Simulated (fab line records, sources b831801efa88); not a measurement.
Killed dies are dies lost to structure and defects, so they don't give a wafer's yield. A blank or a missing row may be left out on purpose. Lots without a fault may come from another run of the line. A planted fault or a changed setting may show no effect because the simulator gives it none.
A struck lot beside a sound one | flow sky130 | 21 steps out of a route of 708
Sound: wafers L618.2, L618.4, L618.5. Struck: wafers L620.1, L620.3, L620.4. The cause comes at the end.
At each step with rows: each side's tool, then ch and its chambers, then its first start. Under that, the readings that differ: sound wafers | struck wafers | difference of the means | sigmas: that difference in standard deviations of wafers without a fault.
alike: readings whose means differ by less than 2 such deviations, and words and numbers that are the same on both sides. not compared: withheld readings, readings that some wafer has no value for, bounds like >300 that may hide the same value, and numbers for which the record gives no deviation and whose values overlap.
The two part at a step that has a row with sigmas, a row that says differs or no value, or rows on one side only. Numbers that don't overlap but have no deviation are shown without sigmas and don't part them. A reading that every wafer of one side lacks parts them only if that side has two wafers or more.

first, 6 steps without rows for these wafers: SKY_DNWELL_COAT_02 (resist thk 3000 nm); SKY_DNWELL_SOFTBAKE_03; SKY_DNWELL_EXPOSE_04 (exposes mask DNM, target cd 3000 nm); SKY_DNWELL_PEB_05; SKY_DNWELL_DEVELOP_06 (develop time 60 s); SKY_DNWELL_IMPLANT_07.
SKY_DNWELL_STRIP_08: strips in O2/N2.
  sound on plasma_asher-03 ch 1, day 4 07:07; struck on plasma_asher-04 ch 0,1, day 4 21:28
  reading                      | sound             | struck            | difference | sigmas
  strip_time_to_endpoint_s (s) | 36.82 36.84 36.76 | 37.06 37.10 36.97 | +0.24      | +2
  alike: drypump_motor_current_A, oes_product_au
  not compared: rf_hours_counter_h
SKY_DNWELL_TW_MEAS_09:
  sound on film_metro-03, day 4 07:14; struck on film_metro-01, day 4 21:34
  alike: DNWELL_TW
then, 4 steps without rows for these wafers: SKY_PWDE_DEHYDRATE_00 (time 60 s); SKY_PWDE_HMDS_01 (prime time 60 s); SKY_PWDE_COAT_02 (resist thk 3000 nm); SKY_PWDE_SOFTBAKE_03.
SKY_PWDE_EXPOSE_04: exposes mask PWDEM, target cd 840 nm.
  sound on iline_stepper-02 ch 0, day 4 15:46; struck on iline_stepper-01 ch 0, day 5 05:44
  reading | sound                   | struck            | difference | sigmas
  mask    | PWDEM#0 PWDEM#0 PWDEM#0 | DNM#0 DNM#0 DNM#0 | differs    |
then, 2 steps without rows for these wafers: SKY_PWDE_PEB_05; SKY_PWDE_DEVELOP_06 (develop time 60 s).
SKY_PWDE_OVL_MEAS_07:
  sound on overlay-02, day 4 23:10; struck on overlay-02, day 5 14:12
  reading       | sound       | struck | difference                    | sigmas
  PWDE_OVL (nm) | 1.4 1.1 1.8 | - - -  | no value on the struck wafers |
then, 1 step without rows for these wafers: SKY_PWDE_IMPLANT_08.
SKY_PWDE_STRIP_09: strips in O2/N2.
  sound on plasma_asher-03 ch 1, day 4 23:20; struck on plasma_asher-02 ch 0,1, day 5 14:23
  reading                      | sound             | struck            | difference | sigmas
  strip_time_to_endpoint_s (s) | 36.85 36.86 36.89 | 37.11 37.12 37.08 | +0.24      | +2
  alike: drypump_motor_current_A, oes_product_au
  not compared: rf_hours_counter_h
SKY_PWDE_TW_MEAS_10:
  sound on film_metro-02, day 4 23:27; struck on film_metro-03, day 5 14:29
  reading | sound             | struck         | difference | sigmas
  PWDE_TW | 373.5 375.1 374.9 | 30.6 30.6 30.7 | -343.9     | -99 or more
then, 1 step without rows for these wafers: SKY_NWELL_DEHYDRATE_03 (time 60 s).
-- the record jumps here: 42 days lie between the struck wafers' starts before and after (it left off in module NWELL and takes up again in module PAD_OPEN, whose first step shown is number 708 of the route) --
SKY_PAD_OPEN_PROBE_99:
  sound on prober-02, day 46 18:10; struck on prober-02, day 47 10:34
  reading             | sound      | struck      | difference | sigmas
  killed_at_M0_to_M3  | 45 54 59   | 26 42 42    | -16        | -2
  killed_at_front_end | 13 31 19   | 430 424 415 | +402       | +89
  killed_dies         | 79 108 104 | 492 492 492 | +395       | +43
  killed_on_rim       | 17 16 17   | 96 96 96    | +79        | +23
  alike: killed_at_M4_up, killed_at_contacts, killed_at_other, killed_open, killed_short

WHERE THEY PART
First at SKY_DNWELL_STRIP_08; last, within this record, at SKY_PAD_OPEN_PROBE_99.

WHY: what the simulator had put in
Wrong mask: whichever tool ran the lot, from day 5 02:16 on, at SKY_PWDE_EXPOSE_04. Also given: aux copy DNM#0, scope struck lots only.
